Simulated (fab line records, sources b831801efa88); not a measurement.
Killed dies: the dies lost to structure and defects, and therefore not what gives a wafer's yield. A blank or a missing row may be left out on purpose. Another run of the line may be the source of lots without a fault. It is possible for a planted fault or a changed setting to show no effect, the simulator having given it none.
fab line records / flow sky130
record: lots: 6 wafers: 18 last-day: 50
route steps=708 shown CONTACT@423 METAL1@434
lots untouched by any fault: they come from a run of this same line in which no faults occurred
start-h: hours from the record's first day to the start of the lot's first wafer shown / wait-h: hours elapsed since this lot's preceding step / " unchanged from the row above / L1.1+2: a single row standing in for several wafers / - value missing, or start not given / * or withheld: withheld / < > ~ a bound
route shown NAME@n: names a module that has steps shown in the file, with the first one's number in the route / usual: the fault-free wafers' mean and standard deviation / same: alike in all rows / chamber/n: place in a boat / sites: readings site by site / _std_site: the standard deviation of these / _edge_site: mean of outer sites minus mean of inner sites / radius-mm: how far each site lies from the wafer's centre / mask NAME#n: copy n / behind: tool/chamber where the wafer was last shaped / hold: what put the lot on hold/how long, in hours/how the hold closed / device: names the non-switching transistor (n, p or np) / end of line: the tests these same wafers got at the end of their route / a step with no rows: only its recipe / killed: at the first sort, the dies lost to defects and structure; wafer yield is something else / map: dies across one wafer; x = killed, . = not, _ = none there
set.NAME: setting as actually run; set.NAME@STEP: the setting as run at that earlier step / model.NAME: the simulator's own value behind a step, which no gauge read
a table for each step, a row for each wafer; lots at some steps of the route
services: the hour from which a tool's chamber was out of use, counted from the record's first day as start-h (under 0 if before that day), plus the number of hours and why
== steps ==
step: SKY_CONTACT_ETCH_17
recipe: target: SiO2 chemistry: C4F8/O2/Ar stop-on: Si3N4 mask-material: KrF-thick source-w: 1500 bias-w: 1200 pressure-mtorr: 40 c4f8-flow-sccm: withheld O2_flow_sccm: 6 Ar_flow_sccm: 300 time-s: withheld target-depth-a: 3400
usual: oes-product-au: 0.892/0.0045
lot.wafer=L907.2 tool=rie-diel-01 chamber=3 start-h=788.61 wait-h=0.0 oes-product-au=0.894
lot.wafer=L907.3 tool=rie-diel-01 chamber=0 start-h=788.61 wait-h=0.0 oes-product-au=0.898
lot.wafer=L907.4 tool=rie-diel-01 chamber=1 start-h=788.61 wait-h=0.0 oes-product-au=0.888
lot.wafer=L912.1 tool=rie-diel-02 chamber=0 start-h=821.95 wait-h=0.0 oes-product-au=0.886
lot.wafer=L912.3 tool=rie-diel-02 chamber=3 start-h=821.95 wait-h=0.0 oes-product-au=0.894
lot.wafer=L912.6 tool=rie-diel-02 chamber=1 start-h=821.95 wait-h=0.0 oes-product-au=0.888
lot.wafer=L913.1 tool=rie-diel-01 chamber=1 start-h=841.95 wait-h=0.0 oes-product-au=0.894
lot.wafer=L913.2 tool=rie-diel-01 chamber=0 start-h=841.95 wait-h=0.0 oes-product-au=0.885
lot.wafer=L913.3 tool=rie-diel-01 chamber=2 start-h=841.95 wait-h=0.0 oes-product-au=0.895
lot.wafer=L917.1 tool=rie-diel-04 chamber=3 start-h=853.05 wait-h=0.0 oes-product-au=0.885
lot.wafer=L917.3 tool=rie-diel-04 chamber=2 start-h=853.05 wait-h=0.0 oes-product-au=0.896
lot.wafer=L917.5 tool=rie-diel-04 chamber=1 start-h=853.05 wait-h=0.0 oes-product-au=0.901
lot.wafer=L924.1 tool=rie-diel-01 chamber=2 start-h=906.55 wait-h=0.0 oes-product-au=0.885
lot.wafer=L924.2 tool=rie-diel-01 chamber=3 start-h=906.55 wait-h=0.0 oes-product-au=0.897
lot.wafer=L924.5 tool=rie-diel-01 chamber=2 start-h=906.55 wait-h=0.0 oes-product-au=0.887
lot.wafer=L925.1 tool=rie-diel-02 chamber=2 start-h=917.70 wait-h=0.0 oes-product-au=0.896
lot.wafer=L925.2 tool=rie-diel-02 chamber=0 start-h=917.70 wait-h=0.0 oes-product-au=0.894
lot.wafer=L925.3 tool=rie-diel-02 chamber=1 start-h=917.70 wait-h=0.0 oes-product-au=0.895
step: SKY_CONTACT_ETCH_18
recipe: target: Si3N4 chemistry: CHF3/O2 stop-on: TiN source-w: 600 bias-w: 200 pressure-mtorr: 40 chf3-flow-sccm: 50 O2_flow_sccm: 5 time-s: 39 target-depth-a: 750
step: SKY_CONTACT_STRIP_19
recipe: chemistry: O2/N2 power-w: 1400 pressure-mtorr: 1500 platen-temp-c: withheld o2-flow-sccm: 3000 n2-flow-sccm: 300 overash-fraction: 0.5
usual: drypump-motor-current-A: 5.5/0.47 oes-product-au: 0.382/0.0053 strip-time-to-endpoint-s: 3.66/0.033
lot.wafer=L907.2 tool=plasma-asher-03 chamber=1 start-h=788.70 wait-h=- drypump-motor-current-A=5.5 oes-product-au=0.379 rf-hours-counter-h=4 strip-time-to-endpoint-s=3.64
lot.wafer=L907.3 tool=plasma-asher-03 chamber=1 start-h=788.70 wait-h=- drypump-motor-current-A=5.5 oes-product-au=0.384 rf-hours-counter-h=- strip-time-to-endpoint-s=3.62
lot.wafer=L907.4 tool=plasma-asher-03 chamber=0 start-h=788.70 wait-h=- drypump-motor-current-A=4.8 oes-product-au=0.385 rf-hours-counter-h=- strip-time-to-endpoint-s=3.66
lot.wafer=L912.1 tool=plasma-asher-02 chamber=1 start-h=822.04 wait-h=- drypump-motor-current-A=6.1 oes-product-au=0.381 rf-hours-counter-h=107 strip-time-to-endpoint-s=3.67
lot.wafer=L912.3 tool=plasma-asher-02 chamber=1 start-h=822.04 wait-h=- drypump-motor-current-A=6.1 oes-product-au=0.389 rf-hours-counter-h=- strip-time-to-endpoint-s=3.70
lot.wafer=L912.6 tool=plasma-asher-02 chamber=0 start-h=822.04 wait-h=- drypump-motor-current-A=6.0 oes-product-au=0.381 rf-hours-counter-h=- strip-time-to-endpoint-s=3.69
lot.wafer=L913.1 tool=plasma-asher-03 chamber=1 start-h=842.04 wait-h=- drypump-motor-current-A=5.5 oes-product-au=0.379 rf-hours-counter-h=8 strip-time-to-endpoint-s=3.64
lot.wafer=L913.2 tool=plasma-asher-03 chamber=0 start-h=842.04 wait-h=- drypump-motor-current-A=4.8 oes-product-au=0.381 rf-hours-counter-h=8 strip-time-to-endpoint-s=3.61
lot.wafer=L913.3 tool=plasma-asher-03 chamber=0 start-h=842.04 wait-h=- drypump-motor-current-A=4.8 oes-product-au=0.380 rf-hours-counter-h=- strip-time-to-endpoint-s=3.62
lot.wafer=L917.1 tool=plasma-asher-02 chamber=1 start-h=853.14 wait-h=- drypump-motor-current-A=6.1 oes-product-au=0.376 rf-hours-counter-h=110 strip-time-to-endpoint-s=3.68
lot.wafer=L917.3 tool=plasma-asher-02 chamber=0 start-h=853.14 wait-h=- drypump-motor-current-A=6.0 oes-product-au=0.378 rf-hours-counter-h=- strip-time-to-endpoint-s=3.60
lot.wafer=L917.5 tool=plasma-asher-02 chamber=0 start-h=853.14 wait-h=- drypump-motor-current-A=6.0 oes-product-au=0.383 rf-hours-counter-h=- strip-time-to-endpoint-s=3.66
lot.wafer=L924.1 tool=plasma-asher-01 chamber=0 start-h=906.64 wait-h=- drypump-motor-current-A=5.5 oes-product-au=0.375 rf-hours-counter-h=75 strip-time-to-endpoint-s=3.66
lot.wafer=L924.2 tool=plasma-asher-01 chamber=1 start-h=906.64 wait-h=- drypump-motor-current-A=5.2 oes-product-au=0.386 rf-hours-counter-h=75 strip-time-to-endpoint-s=3.64
lot.wafer=L924.5 tool=plasma-asher-01 chamber=1 start-h=906.64 wait-h=- drypump-motor-current-A=5.2 oes-product-au=0.381 rf-hours-counter-h=- strip-time-to-endpoint-s=3.64
lot.wafer=L925.1 tool=plasma-asher-01 chamber=1 start-h=917.79 wait-h=- drypump-motor-current-A=5.2 oes-product-au=0.383 rf-hours-counter-h=76 strip-time-to-endpoint-s=3.64
lot.wafer=L925.2 tool=plasma-asher-01 chamber=0 start-h=917.79 wait-h=- drypump-motor-current-A=5.5 oes-product-au=0.378 rf-hours-counter-h=76 strip-time-to-endpoint-s=3.65
lot.wafer=L925.3 tool=plasma-asher-01 chamber=1 start-h=917.79 wait-h=- drypump-motor-current-A=5.2 oes-product-au=0.390 rf-hours-counter-h=- strip-time-to-endpoint-s=3.73
step: SKY_CONTACT_STRIP_20
recipe: chemistry: post-etch-residue-remover time-s: 1200 temp-c: 72.5
step: SKY_CONTACT_CLEAN_21
recipe: chemistry: IPA time-s: 180 temp-c: 25
step: SKY_CONTACT_CLEAN_22
recipe: chemistry: O3/DIW dry: n2-spin
step: SKY_CONTACT_SPUTTER_23
recipe: material: TiN target-thk-nm: 20 chamber-pressure-pa: 5 power-w: 4000 time-s: 80
step: SKY_CONTACT_CVD_24
recipe: material: W target-thk-nm: 340 time-s: 102.12 temp-c: 400 pressure-torr: 40
step: SKY_CONTACT_RS_MEAS_25
recipe: thk-meas-gauge: four-point-probe reads: W_of_CONTACT_CVD_24+TiN_of_CONTACT_SPUTTER_23
usual: CONTACT_W_RS: 0.334/0.0054
lot.wafer=L907.2 tool=film-metro-03 chamber=- start-h=789.51 wait-h=0.1 CONTACT_W_RS[ohm/sq]=0.334
lot.wafer=L907.3 tool=film-metro-03 chamber=- start-h=789.51 wait-h=0.1 CONTACT_W_RS[ohm/sq]=0.326
lot.wafer=L907.4 tool=film-metro-03 chamber=- start-h=789.51 wait-h=0.1 CONTACT_W_RS[ohm/sq]=0.335
lot.wafer=L912.1 tool=film-metro-01 chamber=- start-h=822.82 wait-h=0.1 CONTACT_W_RS[ohm/sq]=0.334
lot.wafer=L912.3 tool=film-metro-01 chamber=- start-h=822.82 wait-h=0.1 CONTACT_W_RS[ohm/sq]=0.331
lot.wafer=L912.6 tool=film-metro-01 chamber=- start-h=822.82 wait-h=0.1 CONTACT_W_RS[ohm/sq]=0.341
lot.wafer=L913.1 tool=film-metro-02 chamber=- start-h=842.84 wait-h=0.1 CONTACT_W_RS[ohm/sq]=0.337
lot.wafer=L913.2 tool=film-metro-02 chamber=- start-h=842.84 wait-h=0.1 CONTACT_W_RS[ohm/sq]=0.331
lot.wafer=L913.3 tool=film-metro-02 chamber=- start-h=842.84 wait-h=0.1 CONTACT_W_RS[ohm/sq]=0.330
lot.wafer=L917.1 tool=film-metro-01 chamber=- start-h=853.91 wait-h=0.1 CONTACT_W_RS[ohm/sq]=0.333
lot.wafer=L917.3 tool=film-metro-01 chamber=- start-h=853.91 wait-h=0.1 CONTACT_W_RS[ohm/sq]=0.335
lot.wafer=L917.5 tool=film-metro-01 chamber=- start-h=853.91 wait-h=0.1 CONTACT_W_RS[ohm/sq]=0.332
lot.wafer=L924.1 tool=film-metro-01 chamber=- start-h=907.59 wait-h=0.1 CONTACT_W_RS[ohm/sq]=0.342
lot.wafer=L924.2 tool=film-metro-01 chamber=- start-h=907.59 wait-h=0.1 CONTACT_W_RS[ohm/sq]=0.330
lot.wafer=L924.5 tool=film-metro-01 chamber=- start-h=907.59 wait-h=0.1 CONTACT_W_RS[ohm/sq]=0.334
lot.wafer=L925.1 tool=film-metro-03 chamber=- start-h=918.58 wait-h=0.1 CONTACT_W_RS[ohm/sq]=0.342
lot.wafer=L925.2 tool=film-metro-03 chamber=- start-h=918.58 wait-h=0.1 CONTACT_W_RS[ohm/sq]=0.329
lot.wafer=L925.3 tool=film-metro-03 chamber=- start-h=918.58 wait-h=0.1 CONTACT_W_RS[ohm/sq]=0.344
step: SKY_CONTACT_THK_MEAS_26
recipe: thk-meas-gauge: xrf reads: W_of_CONTACT_CVD_24
usual: CONTACT_W_THK: 351/7.8
lot.wafer=L907.2 tool=film-metro-03 chamber=- start-h=789.62 wait-h=0.1 CONTACT_W_THK[nm]=348
lot.wafer=L907.3 tool=film-metro-03 chamber=- start-h=789.62 wait-h=0.1 CONTACT_W_THK[nm]=358
lot.wafer=L907.4 tool=film-metro-03 chamber=- start-h=789.62 wait-h=0.1 CONTACT_W_THK[nm]=347
lot.wafer=L912.1 tool=film-metro-01 chamber=- start-h=822.94 wait-h=0.1 CONTACT_W_THK[nm]=343
lot.wafer=L912.3 tool=film-metro-01 chamber=- start-h=822.94 wait-h=0.1 CONTACT_W_THK[nm]=348
lot.wafer=L912.6 tool=film-metro-01 chamber=- start-h=822.94 wait-h=0.1 CONTACT_W_THK[nm]=339
lot.wafer=L913.1 tool=film-metro-02 chamber=- start-h=842.96 wait-h=0.1 CONTACT_W_THK[nm]=354
lot.wafer=L913.2 tool=film-metro-02 chamber=- start-h=842.96 wait-h=0.1 CONTACT_W_THK[nm]=364
lot.wafer=L913.3 tool=film-metro-02 chamber=- start-h=842.96 wait-h=0.1 CONTACT_W_THK[nm]=364
lot.wafer=L917.1 tool=film-metro-01 chamber=- start-h=854.03 wait-h=0.1 CONTACT_W_THK[nm]=348
lot.wafer=L917.3 tool=film-metro-01 chamber=- start-h=854.03 wait-h=0.1 CONTACT_W_THK[nm]=343
lot.wafer=L917.5 tool=film-metro-01 chamber=- start-h=854.03 wait-h=0.1 CONTACT_W_THK[nm]=347
lot.wafer=L924.1 tool=film-metro-01 chamber=- start-h=907.71 wait-h=0.1 CONTACT_W_THK[nm]=338
lot.wafer=L924.2 tool=film-metro-01 chamber=- start-h=907.71 wait-h=0.1 CONTACT_W_THK[nm]=352
lot.wafer=L924.5 tool=film-metro-01 chamber=- start-h=907.71 wait-h=0.1 CONTACT_W_THK[nm]=348
lot.wafer=L925.1 tool=film-metro-03 chamber=- start-h=918.70 wait-h=0.1 CONTACT_W_THK[nm]=332
lot.wafer=L925.2 tool=film-metro-03 chamber=- start-h=918.70 wait-h=0.1 CONTACT_W_THK[nm]=344
lot.wafer=L925.3 tool=film-metro-03 chamber=- start-h=918.70 wait-h=0.1 CONTACT_W_THK[nm]=329
step: SKY_CONTACT_CMP_27
recipe: stop-on: SiO2 t-overpolish-s: 15 down-force-psi: 3.5 platen-rpm: 60 target-thk-nm: 0 pad-velocity-m-s: 0.94248
usual: motor-current-A: 11.3/0.8 overpolish-run-s: 15.001/0.0087 slurry-flow-ml-min: 150.0/0.44 time-to-endpoint-s: 83/3.2
lot.wafer=L907.4 tool=cmp-02 chamber=1 start-h=789.67 wait-h=0.0 motor-current-A=11.0 overpolish-run-s=14.995 slurry-flow-ml-min=149.8 time-to-endpoint-s=80
lot.wafer=L907.3 tool=cmp-02 chamber=2 start-h=789.67 wait-h=0.0 motor-current-A=12.4 overpolish-run-s=15.004 slurry-flow-ml-min=150.2 time-to-endpoint-s=80
lot.wafer=L907.2 tool=cmp-02 chamber=0 start-h=789.67 wait-h=0.0 motor-current-A=11.4 overpolish-run-s=14.988 slurry-flow-ml-min=150.7 time-to-endpoint-s=83
lot.wafer=L912.1 tool=cmp-01 chamber=1 start-h=823.05 wait-h=0.1 motor-current-A=10.9 overpolish-run-s=15.011 slurry-flow-ml-min=150.0 time-to-endpoint-s=85
lot.wafer=L912.3 tool=cmp-01 chamber=3 start-h=823.05 wait-h=0.1 motor-current-A=9.9 overpolish-run-s=14.990 slurry-flow-ml-min=150.0 time-to-endpoint-s=85
lot.wafer=L912.6 tool=cmp-01 chamber=0 start-h=823.05 wait-h=0.1 motor-current-A=11.9 overpolish-run-s=15.012 slurry-flow-ml-min=149.9 time-to-endpoint-s=80
lot.wafer=L913.3 tool=cmp-01 chamber=1 start-h=843.02 wait-h=0.0 motor-current-A=10.2 overpolish-run-s=15.012 slurry-flow-ml-min=150.5 time-to-endpoint-s=84
lot.wafer=L913.2 tool=cmp-01 chamber=2 start-h=843.02 wait-h=0.0 motor-current-A=12.8 overpolish-run-s=15.007 slurry-flow-ml-min=149.3 time-to-endpoint-s=79
lot.wafer=L913.1 tool=cmp-01 chamber=0 start-h=843.02 wait-h=0.0 motor-current-A=11.3 overpolish-run-s=15.011 slurry-flow-ml-min=150.2 time-to-endpoint-s=82
lot.wafer=L917.1 tool=cmp-02 chamber=1 start-h=854.09 wait-h=0.1 motor-current-A=11.1 overpolish-run-s=14.993 slurry-flow-ml-min=149.5 time-to-endpoint-s=83
lot.wafer=L917.3 tool=cmp-02 chamber=2 start-h=854.09 wait-h=0.1 motor-current-A=11.7 overpolish-run-s=15.008 slurry-flow-ml-min=149.9 time-to-endpoint-s=83
lot.wafer=L917.5 tool=cmp-02 chamber=1 start-h=854.09 wait-h=0.1 motor-current-A=10.9 overpolish-run-s=14.999 slurry-flow-ml-min=149.9 time-to-endpoint-s=82
lot.wafer=L924.1 tool=cmp-01 chamber=3 start-h=907.87 wait-h=0.1 motor-current-A=9.4 overpolish-run-s=15.007 slurry-flow-ml-min=149.4 time-to-endpoint-s=82
lot.wafer=L924.2 tool=cmp-01 chamber=0 start-h=907.87 wait-h=0.1 motor-current-A=11.5 overpolish-run-s=15.016 slurry-flow-ml-min=149.6 time-to-endpoint-s=89
lot.wafer=L924.5 tool=cmp-01 chamber=2 start-h=907.87 wait-h=0.1 motor-current-A=12.6 overpolish-run-s=14.993 slurry-flow-ml-min=150.3 time-to-endpoint-s=85
lot.wafer=L925.3 tool=cmp-01 chamber=1 start-h=918.76 wait-h=0.0 motor-current-A=11.0 overpolish-run-s=15.002 slurry-flow-ml-min=149.8 time-to-endpoint-s=77
lot.wafer=L925.1 tool=cmp-01 chamber=2 start-h=918.76 wait-h=0.0 motor-current-A=12.5 overpolish-run-s=14.992 slurry-flow-ml-min=149.8 time-to-endpoint-s=77
lot.wafer=L925.2 tool=cmp-01 chamber=0 start-h=918.76 wait-h=0.0 motor-current-A=10.9 overpolish-run-s=15.002 slurry-flow-ml-min=150.2 time-to-endpoint-s=81
step: SKY_METAL1_SPUTTER_00
recipe: material: Ti target-thk-nm: 15 power-w: 3000 time-s: 10 chamber-pressure-pa: 0.4
usual: throttle-valve-pct: 29.8/1
same: time-s: 10
lot.wafer=L907.2 tool=pvd-sputter-04 chamber=- start-h=789.97 wait-h=0.1 throttle-valve-pct=29.1
lot.wafer=L907.3 tool=pvd-sputter-04 chamber=- start-h=789.97 wait-h=0.1 throttle-valve-pct=28.9
lot.wafer=L907.4 tool=pvd-sputter-04 chamber=- start-h=789.97 wait-h=0.1 throttle-valve-pct=27.7
lot.wafer=L912.1 tool=pvd-sputter-04 chamber=- start-h=823.30 wait-h=0.2 throttle-valve-pct=29.8
lot.wafer=L912.3 tool=pvd-sputter-04 chamber=- start-h=823.30 wait-h=0.2 throttle-valve-pct=28.6
lot.wafer=L912.6 tool=pvd-sputter-04 chamber=- start-h=823.30 wait-h=0.2 throttle-valve-pct=28.6
lot.wafer=L913.1 tool=pvd-sputter-04 chamber=- start-h=843.32 wait-h=0.1 throttle-valve-pct=29.9
lot.wafer=L913.2 tool=pvd-sputter-04 chamber=- start-h=843.32 wait-h=0.1 throttle-valve-pct=27.7
lot.wafer=L913.3 tool=pvd-sputter-04 chamber=- start-h=843.32 wait-h=0.1 throttle-valve-pct=29.1
lot.wafer=L917.1 tool=pvd-sputter-01 chamber=- start-h=854.39 wait-h=0.2 throttle-valve-pct=31.1
lot.wafer=L917.3 tool=pvd-sputter-01 chamber=- start-h=854.39 wait-h=0.2 throttle-valve-pct=30.7
lot.wafer=L917.5 tool=pvd-sputter-01 chamber=- start-h=854.39 wait-h=0.2 throttle-valve-pct=30.7
lot.wafer=L924.1 tool=pvd-sputter-04 chamber=- start-h=908.07 wait-h=0.1 throttle-valve-pct=29.2
lot.wafer=L924.2 tool=pvd-sputter-04 chamber=- start-h=908.07 wait-h=0.1 throttle-valve-pct=28.9
lot.wafer=L924.5 tool=pvd-sputter-04 chamber=- start-h=908.07 wait-h=0.1 throttle-valve-pct=27.7
lot.wafer=L925.1 tool=pvd-sputter-01 chamber=- start-h=919.06 wait-h=0.2 throttle-valve-pct=29.3
lot.wafer=L925.2 tool=pvd-sputter-01 chamber=- start-h=919.06 wait-h=0.2 throttle-valve-pct=30.7
lot.wafer=L925.3 tool=pvd-sputter-01 chamber=- start-h=919.06 wait-h=0.2 throttle-valve-pct=30.7
step: SKY_METAL1_SPUTTER_01
recipe: material: TiN target-thk-nm: 20 power-w: 6500 time-s: 16.7 chamber-pressure-pa: 0.4
usual: throttle-valve-pct: 29.8/1
lot.wafer=L907.2 tool=pvd-sputter-04 chamber=- start-h=789.99 wait-h=0.0 throttle-valve-pct=29.3 model.TiN_of_METAL1_SPUTTER_01.thk-nm=20.19
lot.wafer=L907.3 tool=pvd-sputter-04 chamber=- start-h=789.99 wait-h=0.0 throttle-valve-pct=28.5 model.TiN_of_METAL1_SPUTTER_01.thk-nm=20.17
lot.wafer=L907.4 tool=pvd-sputter-04 chamber=- start-h=789.99 wait-h=0.0 throttle-valve-pct=27.7 model.TiN_of_METAL1_SPUTTER_01.thk-nm=20.28
lot.wafer=L912.1 tool=pvd-sputter-04 chamber=- start-h=823.32 wait-h=0.0 throttle-valve-pct=30.1 model.TiN_of_METAL1_SPUTTER_01.thk-nm=19.36
lot.wafer=L912.3 tool=pvd-sputter-04 chamber=- start-h=823.32 wait-h=0.0 throttle-valve-pct=28.4 model.TiN_of_METAL1_SPUTTER_01.thk-nm=19.34
lot.wafer=L912.6 tool=pvd-sputter-04 chamber=- start-h=823.32 wait-h=0.0 throttle-valve-pct=28.6 model.TiN_of_METAL1_SPUTTER_01.thk-nm=19.22
lot.wafer=L913.1 tool=pvd-sputter-04 chamber=- start-h=843.34 wait-h=0.0 throttle-valve-pct=30.0 model.TiN_of_METAL1_SPUTTER_01.thk-nm=19.41
lot.wafer=L913.2 tool=pvd-sputter-04 chamber=- start-h=843.34 wait-h=0.0 throttle-valve-pct=27.8 model.TiN_of_METAL1_SPUTTER_01.thk-nm=19.29
lot.wafer=L913.3 tool=pvd-sputter-04 chamber=- start-h=843.34 wait-h=0.0 throttle-valve-pct=29.1 model.TiN_of_METAL1_SPUTTER_01.thk-nm=18.93
lot.wafer=L917.1 tool=pvd-sputter-01 chamber=- start-h=854.41 wait-h=0.0 throttle-valve-pct=31.1 model.TiN_of_METAL1_SPUTTER_01.thk-nm=19.61
lot.wafer=L917.3 tool=pvd-sputter-01 chamber=- start-h=854.41 wait-h=0.0 throttle-valve-pct=30.8 model.TiN_of_METAL1_SPUTTER_01.thk-nm=19.85
lot.wafer=L917.5 tool=pvd-sputter-01 chamber=- start-h=854.41 wait-h=0.0 throttle-valve-pct=30.5 model.TiN_of_METAL1_SPUTTER_01.thk-nm=19.57
lot.wafer=L924.1 tool=pvd-sputter-04 chamber=- start-h=908.09 wait-h=0.0 throttle-valve-pct=29.4 model.TiN_of_METAL1_SPUTTER_01.thk-nm=19.77
lot.wafer=L924.2 tool=pvd-sputter-04 chamber=- start-h=908.09 wait-h=0.0 throttle-valve-pct=28.8 model.TiN_of_METAL1_SPUTTER_01.thk-nm=20.05
lot.wafer=L924.5 tool=pvd-sputter-04 chamber=- start-h=908.09 wait-h=0.0 throttle-valve-pct=27.7 model.TiN_of_METAL1_SPUTTER_01.thk-nm=20.06
lot.wafer=L925.1 tool=pvd-sputter-01 chamber=- start-h=919.08 wait-h=0.0 throttle-valve-pct=29.3 model.TiN_of_METAL1_SPUTTER_01.thk-nm=19.88
lot.wafer=L925.2 tool=pvd-sputter-01 chamber=- start-h=919.08 wait-h=0.0 throttle-valve-pct=30.6 model.TiN_of_METAL1_SPUTTER_01.thk-nm=19.76
lot.wafer=L925.3 tool=pvd-sputter-01 chamber=- start-h=919.08 wait-h=0.0 throttle-valve-pct=30.8 model.TiN_of_METAL1_SPUTTER_01.thk-nm=20.03
step: SKY_METAL1_SPUTTER_02
recipe: material: AlCu target-thk-nm: 250 power-w: 10600 time-s: 13.3 chamber-pressure-pa: 0.4
usual: throttle-valve-pct: 29.8/1
same: time-s: 13.3
lot.wafer=L907.2 tool=pvd-sputter-04 chamber=- start-h=790.02 wait-h=0.0 throttle-valve-pct=29.4
lot.wafer=L907.3 tool=pvd-sputter-04 chamber=- start-h=790.02 wait-h=0.0 throttle-valve-pct=28.9
lot.wafer=L907.4 tool=pvd-sputter-04 chamber=- start-h=790.02 wait-h=0.0 throttle-valve-pct=27.7
lot.wafer=L912.1 tool=pvd-sputter-04 chamber=- start-h=823.35 wait-h=0.0 throttle-valve-pct=30.1
lot.wafer=L912.3 tool=pvd-sputter-04 chamber=- start-h=823.35 wait-h=0.0 throttle-valve-pct=28.6
lot.wafer=L912.6 tool=pvd-sputter-04 chamber=- start-h=823.35 wait-h=0.0 throttle-valve-pct=28.8
lot.wafer=L913.1 tool=pvd-sputter-04 chamber=- start-h=843.37 wait-h=0.0 throttle-valve-pct=30.3
lot.wafer=L913.2 tool=pvd-sputter-04 chamber=- start-h=843.37 wait-h=0.0 throttle-valve-pct=27.8
lot.wafer=L913.3 tool=pvd-sputter-04 chamber=- start-h=843.37 wait-h=0.0 throttle-valve-pct=29.4
lot.wafer=L917.1 tool=pvd-sputter-01 chamber=- start-h=854.44 wait-h=0.0 throttle-valve-pct=31.1
lot.wafer=L917.3 tool=pvd-sputter-01 chamber=- start-h=854.44 wait-h=0.0 throttle-valve-pct=30.6
lot.wafer=L917.5 tool=pvd-sputter-01 chamber=- start-h=854.44 wait-h=0.0 throttle-valve-pct=30.7
lot.wafer=L924.1 tool=pvd-sputter-04 chamber=- start-h=908.12 wait-h=0.0 throttle-valve-pct=29.4
lot.wafer=L924.2 tool=pvd-sputter-04 chamber=- start-h=908.12 wait-h=0.0 throttle-valve-pct=28.8
lot.wafer=L924.5 tool=pvd-sputter-04 chamber=- start-h=908.12 wait-h=0.0 throttle-valve-pct=27.9
lot.wafer=L925.1 tool=pvd-sputter-01 chamber=- start-h=919.11 wait-h=0.0 throttle-valve-pct=29.1
lot.wafer=L925.2 tool=pvd-sputter-01 chamber=- start-h=919.11 wait-h=0.0 throttle-valve-pct=30.6
lot.wafer=L925.3 tool=pvd-sputter-01 chamber=- start-h=919.11 wait-h=0.0 throttle-valve-pct=30.7
== services ==
tool=rie-diel-02 chamber=2 start-h=770.17 hours=21.8 kind=repair
tool=plasma-asher-01 chamber=- start-h=810.50 hours=2.8 kind=pm
tool=plasma-asher-03 chamber=- start-h=810.69 hours=14.6 kind=pm
tool=rie-diel-01 chamber=3 start-h=814.41 hours=9.2 kind=repair
tool=pvd-sputter-01 chamber=0 start-h=835.51 hours=- kind=consumable-replace:kit
tool=pvd-sputter-01 chamber=0 start-h=835.51 hours=18.0 kind=scheduled-down
tool=pvd-sputter-01 chamber=0 start-h=835.51 hours=18.0 kind=vent-cycle
tool=cmp-02 chamber=- start-h=848.60 hours=5.0 kind=pm
tool=rie-diel-02 chamber=- start-h=879.08 hours=2.8 kind=pm
tool=cmp-01 chamber=- start-h=880.59 hours=1.3 kind=repair
tool=rie-diel-02 chamber=0 start-h=894.01 hours=8.1 kind=repair
tool=rie-diel-02 chamber=0 start-h=903.26 hours=8.6 kind=repair
tool=cmp-02 chamber=- start-h=912.37 hours=4.0 kind=pm
tool=plasma-asher-02 chamber=- start-h=913.48 hours=23.6 kind=repair
tool=cmp-02 chamber=- start-h=914.12 hours=1.3 kind=repair
tool=cmp-02 chamber=- start-h=916.37 hours=- kind=consumable-replace:conditioner
tool=cmp-02 chamber=- start-h=916.37 hours=- kind=consumable-replace:pad
tool=pvd-sputter-04 chamber=2 start-h=918.71 hours=- kind=consumable-replace:kit
tool=pvd-sputter-04 chamber=2 start-h=918.71 hours=18.0 kind=scheduled-down
tool=pvd-sputter-04 chamber=2 start-h=918.71 hours=18.0 kind=vent-cycle
== key ==
first-sign none at tools or gauges
model-effect: step: SKY_METAL1_SPUTTER_01 value: TiN_of_METAL1_SPUTTER_01.thk-nm without: 20.3 struck: 19.26
met-at SKY_METAL1_SPUTTER_01
struck-wafers L912.1,L912.3,L912.6,L913.1,L913.2,L913.3
onset-between 789.99 823.32
fault: kind: process-parameter-drift tool: pvd-sputter-04 chamber: - onset-h: 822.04 steps: SKY_METAL1_SPUTTER_01 channel: time-s offset: * shape: step end-h: 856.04 acts-in: * stated: *
